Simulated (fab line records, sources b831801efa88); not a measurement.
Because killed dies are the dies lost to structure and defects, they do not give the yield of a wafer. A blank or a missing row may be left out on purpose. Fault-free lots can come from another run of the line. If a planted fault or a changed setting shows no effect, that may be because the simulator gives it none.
A struck lot beside a sound one | flow gf180mcu | 16 steps out of a route of 602
Sound: wafers L980.1, L980.2, L980.5. Struck: wafers L975.2, L975.5, L975.6. Last of all comes the cause.
For every step that has rows: the tool of each side, followed by ch and its chambers, followed by its first start. Under that, the readings that differ: sound wafers | struck wafers | difference of the means | sigmas: that difference in standard deviations of wafers without a fault.
alike: readings with means less than 2 such deviations apart, plus words and numbers identical on both sides. not compared: withheld readings, readings lacking a value on some wafer, bounds such as >300 that could conceal the same value, and numbers that have no deviation in the record and whose values overlap.
The two part at a step that has a row with sigmas, a row that says differs or no value, or rows on one side only. Non-overlapping numbers with no deviation appear without sigmas and do not part them. Lack of a reading on every wafer of one side parts them only where that side has two or more wafers.

GF_V5_BOW_MEAS_05:
  sound on film metro-01 at day 31 22:41; struck on film metro-03 at day 30 13:56
  alike: V5_BOW
then, 8 steps without rows for these wafers: GF_V5_DEHYDRATE_06 (time 60 s); GF_V5_HMDS_07 (prime time 60 s); GF_V5_COAT_08; GF_V5_COAT_09 (resist thk 1000 nm); GF_V5_SOFTBAKE_10 (time 60 s); GF_V5_EXPOSE_11 (exposes mask Via5, target cd 260 nm); GF_V5_PEB_12 (peb time 90 s); GF_V5_DEVELOP_13 (develop time 60 s).
GF_V5_CD_MEAS_14: the cd target is 260 nm.
  sound on cd sem-02 at day 32 14:44; struck on cd sem-02 at day 31 06:48
  alike: cd nm
GF_V5_OVL_MEAS_15:
  sound on overlay-01 at day 32 14:51; struck on overlay-02 at day 31 06:55
  reading     | sound   | struck   | difference | sigmas
  V5_OVL (nm) | 10 7 10 | -5 -4 -3 | -13        | -2
GF_V5_ETCH_16: etches BARC in N2/H2.
  sound on rie diel-03 ch 1,2, day 32 14:53; struck on rie diel-03 ch 1,3, day 31 06:56
  alike: bias w, chamber pressure mTorr, drypump motor current A, oes product au, rf fwd power W, throttle valve pct
GF_V5_ETCH_17: etches SiO2 in C4F8/O2/Ar, stops on TiN, target depth 855 nm.
  sound on rie diel-03 ch 1,2, day 32 14:00; struck on rie diel-03 ch 1,3, day 31 06:00
  no value came back on the struck wafers for bias w (W), chamber pressure mTorr (mTorr), oes product au (a.u.), rf fwd power W (W); on the sound wafers bias w (W) reads 1200 1197 1201
GF_V5_STRIP_18: strips in O2/N2.
  sound on plasma asher-03 ch 0,1, day 32 15:02; struck on plasma asher-04 ch 0,1, day 31 07:05
  reading               | sound             | struck            | difference | sigmas
  oes product au (a.u.) | 0.579 0.570 0.570 | 0.660 0.665 0.669 | +0.092     | +17
  alike: drypump motor current A, heater power w
  not compared: rf hours counter h
then, 1 step without rows for these wafers: GF_V5_STRIP_19 (strips in post etch residue remover, time 1200 s).
GF_PASSIVATION_PROBE_99:
  only the struck wafers here have rows in the record (prober-02, day 32 21:23); the sound ones have none

== WHERE THEY PART ==
Last at GF_PASSIVATION_PROBE_99 as far as this record goes, first at GF_V5_OVL_MEAS_15.

WHY: the cause the simulator had injected
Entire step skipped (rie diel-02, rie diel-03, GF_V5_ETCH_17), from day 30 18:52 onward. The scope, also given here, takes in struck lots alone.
